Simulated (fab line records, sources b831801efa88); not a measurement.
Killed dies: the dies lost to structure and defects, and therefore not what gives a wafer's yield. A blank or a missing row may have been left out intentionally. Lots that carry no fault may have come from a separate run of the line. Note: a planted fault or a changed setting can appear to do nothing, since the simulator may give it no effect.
Which of the tools did it?    flow gf180mcu    72 wafers from 24 lots sampled at 6 of the route's 602 steps

## WHAT THE GAUGES SHOWED, per wafer
GF_V1_RS_MEAS_24: measurement is done with a four-point probe.
lot   measured      on             V1_W_RS (ohm/sq)
L074  day 18 03:52  film_metro-01  0.325 0.330 0.329
L075  day 18 09:44  film_metro-02  0.331 0.329 0.326
L076  day 18 15:40  film_metro-01  0.332 0.326 0.330
L077  day 19 11:11  film_metro-01  0.326 0.326 0.331
L078  day 19 18:32  film_metro-02  0.331 0.331 0.333
L079  day 19 21:28  film_metro-01  0.323 0.326 0.329
L080  day 20 12:10  film_metro-02  0.323 0.321 0.323
L081  day 20 23:30  film_metro-02  0.321 0.333 0.321
L082  day 21 04:05  film_metro-01  0.323 0.330 0.324
L083  day 21 15:10  film_metro-02  0.331 0.332 0.328
L084  day 21 23:39  film_metro-01  0.329 0.330 0.334
L085  day 22 07:00  film_metro-02  0.330 0.323 0.332
L086  day 22 15:23  film_metro-01  0.331 0.326 0.333
L087  day 23 00:25  film_metro-01  0.333 0.330 0.331
L088  day 23 06:37  film_metro-02  0.331 0.327 0.328
L089  day 23 20:48  film_metro-03  0.327 0.329 0.330
L090  day 23 22:53  film_metro-01  0.332 0.330 0.333
L091  day 24 04:47  film_metro-01  0.331 0.331 0.332
L092  day 24 14:08  film_metro-02  0.334 0.334 0.330
L093  day 24 23:07  film_metro-01  0.328 0.318 0.316
L094  day 25 08:52  film_metro-03  0.337 0.335 0.335
L095  day 25 13:18  film_metro-01  0.332 0.336 0.334
L096  day 25 23:03  film_metro-02  0.336 0.334 0.331
L097  day 26 08:11  film_metro-02  0.325 0.320 0.327

GF_V3_THK_MEAS_03.
lot   measured      on             V3_CVD_02_THK (nm)
L074  day 21 08:08  film_metro-02  833 834 863
L075  day 21 15:28  film_metro-02  845 822 848
L076  day 21 21:53  film_metro-01  842 836 845
L077  day 22 15:19  film_metro-01  855 853 868
L078  day 22 21:52  film_metro-02  839 837 837
L079  day 23 01:05  film_metro-01  831 835 844
L080  day 23 15:47  film_metro-03  846 850 859
L081  day 24 02:55  film_metro-02  837 849 849
L082  day 24 05:14  film_metro-01  861 848 873
L083  day 24 17:47  film_metro-03  839 853 862
L084  day 25 00:49  film_metro-02  841 840 857
L085  day 25 06:23  film_metro-02  845 850 872
L086  day 25 13:46  film_metro-01  839 854 858
L087  day 25 23:15  film_metro-01  831 849 866
L088  day 26 04:14  film_metro-03  840 841 849
L089  day 26 17:08  film_metro-02  854 866 844
L090  day 26 19:42  film_metro-03  835 849 854
L091  day 27 00:34  film_metro-02  851 858 859
L092  day 27 08:50  film_metro-02  854 820 859
L093  day 27 18:25  film_metro-03  821 853 839
L094  day 28 02:04  film_metro-03  835 858 857
L095  day 28 08:20  film_metro-01  838 844 853
L096  day 28 16:32  film_metro-01  831 826 839
L097  day 29 00:27  film_metro-02  843 852 856

GF_V3_THK_MEAS_25: measures by xrf.
lot   measured      on             V3_W_THK (nm)
L074  day 22 09:17  film_metro-01  357 362 370
L075  day 22 16:40  film_metro-01  368 370 369
L076  day 22 22:57  film_metro-01  361 357 360
L077  day 23 15:41  film_metro-01  351 366 353
L078  day 23 22:07  film_metro-01  346 348 346
L079  day 24 01:47  film_metro-01  368 368 359
L080  day 24 15:53  film_metro-01  371 367 374
L081  day 25 01:45  film_metro-03  372 365 371
L082  day 25 05:06  film_metro-01  372 372 370
L083  day 25 16:38  film_metro-01  366 357 354
L084  day 25 23:38  film_metro-03  356 368 355
L085  day 26 05:20  film_metro-02  364 365 354
L086  day 26 12:42  film_metro-03  356 354 359
L087  day 26 21:32  film_metro-01  373 360 360
L088  day 27 02:11  film_metro-03  379 365 371
L089  day 27 15:26  film_metro-03  374 362 376
L090  day 27 17:18  film_metro-03  357 370 362
L091  day 27 22:35  film_metro-03  354 369 372
L092  day 28 06:08  film_metro-02  354 369 368
L093  day 28 15:40  film_metro-01  355 372 372
L094  day 28 23:13  film_metro-01  359 373 357
L095  day 29 05:08  film_metro-01  371 353 373
L096  day 29 13:25  film_metro-03  358 365 357
L097  day 29 21:20  film_metro-01  369 371 357

GF_TOP_METAL_RS_MEAS_05: measurement is done with a four-point probe.
lot   measured      on             TOP_METAL_ALCU_RS (ohm/sq)
L074  day 27 05:06  film_metro-04  0.0323 0.0326 0.0325
L075  day 27 12:22  film_metro-04  0.0331 0.0326 0.0329
L076  day 27 17:22  film_metro-04  0.0327 0.0326 0.0327
L077  day 28 08:13  film_metro-04  0.0326 0.0324 0.0326
L078  day 28 13:03  film_metro-01  0.0326 0.0329 0.0322
L079  day 28 16:17  film_metro-02  0.0328 0.0334 0.0331
L080  day 29 06:08  film_metro-04  0.0321 0.0326 0.0326
L081  day 29 14:30  film_metro-01  0.0318 0.0319 0.0322
L082  day 29 17:05  film_metro-01  0.0335 0.0330 0.0329
L083  day 30 04:08  film_metro-01  0.0323 0.0328 0.0325
L084  day 30 10:07  film_metro-02  0.0325 0.0325 0.0327
L085  day 30 14:03  film_metro-02  0.0327 0.0321 0.0325
L086  day 30 20:15  film_metro-02  0.0325 0.0330 0.0326
L087  day 31 04:53  film_metro-04  0.0332 0.0331 0.0330
L088  day 31 09:38  film_metro-01  0.0330 0.0327 0.0328
L089  day 31 19:19  film_metro-04  0.0328 0.0333 0.0332
L090  day 31 22:05  film_metro-02  0.0328 0.0323 0.0327
L091  day 32 02:05  film_metro-01  0.0324 0.0321 0.0321
L092  day 32 07:25  film_metro-02  0.0323 0.0318 0.0323
L093  day 32 17:00  film_metro-02  0.0325 0.0321 0.0326
L094  day 32 22:21  film_metro-01  0.0324 0.0323 0.0322
L095  day 33 04:36  film_metro-02  0.0323 0.0326 0.0326
L096  day 33 11:52  film_metro-04  0.0328 0.0322 0.0331
L097  day 33 18:19  film_metro-04  0.0332 0.0334 0.0330

## EACH LOT AND THE TOOL THAT RAN IT (in order: tool; ch and the chambers of the sampled wafers; start)
lot   GF_V2_SPUTTER_22              GF_M4_SOFTBAKE_10
L074  pvd_sputter-02, day 20 06:19  litho_track-01 ch 0, day 22 21:30
L075  pvd_sputter-01, day 20 13:48  litho_track-03 ch 0, day 23 04:28
L076  pvd_sputter-02, day 20 19:31  litho_track-01 ch 0, day 23 10:51
L077  pvd_sputter-01, day 21 14:21  litho_track-02 ch 0, day 24 03:16
L078  pvd_sputter-01, day 21 20:41  litho_track-01 ch 0, day 24 09:13
L079  pvd_sputter-02, day 22 00:46  litho_track-01 ch 0, day 24 13:19
L080  pvd_sputter-01, day 22 14:59  litho_track-01 ch 0, day 25 02:51
L081  pvd_sputter-01, day 23 01:53  litho_track-02 ch 0, day 25 13:14
L082  pvd_sputter-04, day 23 05:06  litho_track-02 ch 0, day 25 16:17
L083  pvd_sputter-02, day 23 17:38  litho_track-01 ch 0, day 26 03:43
L084  pvd_sputter-04, day 24 00:15  litho_track-01 ch 0, day 26 10:57
L085  pvd_sputter-02, day 24 06:31  litho_track-03 ch 0, day 26 15:55
L086  pvd_sputter-04, day 24 14:21  litho_track-03 ch 0, day 26 23:24
L087  pvd_sputter-02, day 24 23:53  litho_track-02 ch 0, day 27 08:14
L088  pvd_sputter-01, day 25 05:59  litho_track-01 ch 0, day 27 13:18
L089  pvd_sputter-02, day 25 18:50  litho_track-01 ch 0, day 28 01:19
L090  pvd_sputter-01, day 25 20:53  litho_track-03 ch 0, day 28 03:49
L091  pvd_sputter-01, day 26 02:22  litho_track-03 ch 0, day 28 09:04
L092  pvd_sputter-02, day 26 11:20  litho_track-01 ch 0, day 28 16:18
L093  pvd_sputter-04, day 26 20:44  litho_track-02 ch 0, day 29 01:58
L094  pvd_sputter-02, day 27 05:17  litho_track-01 ch 0, day 29 09:30
L095  pvd_sputter-02, day 27 10:11  litho_track-02 ch 0, day 29 14:41
L096  pvd_sputter-02, day 27 19:20  litho_track-01 ch 0, day 29 23:30
L097  pvd_sputter-04, day 28 03:56  litho_track-01 ch 0, day 30 07:16
- GF_V2_SPUTTER_22: material TiN, target thk 10 nm, time 40 s.
- GF_M4_SOFTBAKE_10: time 62.92 s.

## AS READ BY THE TOOLS THEMSELVES (means over the sampled wafers that have a number; for cases with no such wafer, the mark the record gives instead)
GF_V2_SPUTTER_22.
lot   tool            throttle_valve_pct (%)
L074  pvd_sputter-02  29.1
L075  pvd_sputter-01  30.6
L076  pvd_sputter-02  28.7
L077  pvd_sputter-01  30.6
L078  pvd_sputter-01  30.6
L079  pvd_sputter-02  28.9
L080  pvd_sputter-01  31.4
L081  pvd_sputter-01  29.8
L082  pvd_sputter-04  29.9
L083  pvd_sputter-02  28.8
L084  pvd_sputter-04  29.6
L085  pvd_sputter-02  29.3
L086  pvd_sputter-04  29.9
L087  pvd_sputter-02  29.3
L088  pvd_sputter-01  29.8
L089  pvd_sputter-02  28.6
L090  pvd_sputter-01  30.4
L091  pvd_sputter-01  29.7
L092  pvd_sputter-02  29.1
L093  pvd_sputter-04  29.7
L094  pvd_sputter-02  28.4
L095  pvd_sputter-02  28.6
L096  pvd_sputter-02  28.5
L097  pvd_sputter-04  30.0

GF_M4_SOFTBAKE_10.
lot   tool            plate_sensor_t_centre_C (C)  plate_sensor_t_edge_C (C)
L074  litho_track-01  131.02                       131.21
L075  litho_track-03  131.01                       131.21
L076  litho_track-01  131.01                       131.21
L077  litho_track-02  131.02                       131.20
L078  litho_track-01  131.02                       131.20
L079  litho_track-01  131.01                       131.20
L080  litho_track-01  131.00                       131.22
L081  litho_track-02  131.02                       131.21
L082  litho_track-02  131.01                       131.21
L083  litho_track-01  131.02                       131.20
L084  litho_track-01  131.01                       131.20
L085  litho_track-03  131.00                       131.21
L086  litho_track-03  131.01                       131.21
L087  litho_track-02  131.02                       131.21
L088  litho_track-01  131.01                       131.22
L089  litho_track-01  131.01                       131.20
L090  litho_track-03  131.00                       131.20
L091  litho_track-03  131.00                       131.21
L092  litho_track-01  131.02                       131.22
L093  litho_track-02  131.02                       131.21
L094  litho_track-01  131.01                       131.20
L095  litho_track-02  131.01                       131.21
L096  litho_track-01  131.02                       131.20
L097  litho_track-01  131.02                       131.21

## THE ANSWER, worked out from the rows above alone
Rule: usual is defined by the lots themselves. Put in order of their means at a reading, lots are off if they are a third of the lots or fewer, leave a main group of 4 or more, and stand apart from it by a gap of 3 or more times the standard deviation of the main group's means; of several such gaps the widest counts. The tables above print the reading to a certain number of digits; a main group whose means all agree to those digits is not used. Also off: a lot with no number at a reading for which 4 or more lots have one. Where the step has rows for the other lots, those lots are counted as sound. Order of review: gauges by route order, followed by the tools' own readings, for which a lot's mean as printed above is used. The first step at which some lot is off is used, and at that step the reading that is off furthest; a lot without a number counts as furthest.
Nothing can be told from this: no lot is off at any reading shown.

## WHAT HAD BEEN PUT IN BY THE SIMULATOR
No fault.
